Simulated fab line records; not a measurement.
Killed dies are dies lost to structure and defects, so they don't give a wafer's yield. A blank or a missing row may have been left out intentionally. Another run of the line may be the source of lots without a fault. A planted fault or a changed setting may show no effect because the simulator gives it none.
One fault seen from 2 desks | flow sfqLine | each desk has only its own numbers; what lay behind them comes last

== TOOL OWNER'S DESK, rieMetal-01 ==
The tool's own readings at SFQ_TRILAYER_M6_ETCH_METAL_ETCH_162 (etches Nb in Cl2/Ar, stops on SiO2, target depth 240 nm, time 120 s): means of the sampled wafers that have a number, for each lot that ran on this tool. Any lot whose mean is over 4 standard deviations away from the usual mean is out of limits and marked OUT; that distance is given in the brackets.
Columns: A = biasW at SFQ_TRILAYER_M6_ETCH_METAL_ETCH_162, usual 79.95 W; B = drypumpMotorCurrentA at SFQ_TRILAYER_M6_ETCH_METAL_ETCH_162, usual 5.6 A; C = oesProductAu at SFQ_TRILAYER_M6_ETCH_METAL_ETCH_162, usual 0.895 a.u.
lot  | first seen here | A     | B   | C
L723 | day 68 16:38    | 80.09 | 5.8 | 0.901
L729 | day 70 13:43    | 79.77 | 6.1 | 0.889
L730 | day 70 16:10    | 80.02 | 5.7 | 0.887
This desk's finding: nothing out of limits on any of the 3 lots.

== METROLOGY DESK ==
Lot by lot, what the gauges showed, no matter which tool ran the lot: averages of those sampled wafers that carry a number. Any lot whose mean is over 4 standard deviations away from the usual mean is out of limits and marked OUT; that distance is given in the brackets.
Columns: A = M6_NB_RS at SFQ_M6_RS_MEAS_938, usual 0.889 ohm/sq; B = M6_OVL at SFQ_M6_OVL_MEAS_940, usual 1 nm
lot  | first seen here | A     | B
L723 | day 65 01:11    | 0.887 | -5
L725 | day 65 07:13    | 0.871 | -7
L729 | day 67 05:09    | 0.897 | -1
L730 | day 67 07:36    | 0.903 | -5
L743 | day 75 09:12    | 0.870 | -3
L744 | day 76 11:37    | 0.904 | 3
This desk's finding: nothing out of limits on any of the 6 lots.

== PUT TOGETHER ==
Nothing out of limits was seen by the tool owner's desk.
The metrology desk saw nothing out of limits.

== WHAT THE SIMULATOR HAD PUT IN ==
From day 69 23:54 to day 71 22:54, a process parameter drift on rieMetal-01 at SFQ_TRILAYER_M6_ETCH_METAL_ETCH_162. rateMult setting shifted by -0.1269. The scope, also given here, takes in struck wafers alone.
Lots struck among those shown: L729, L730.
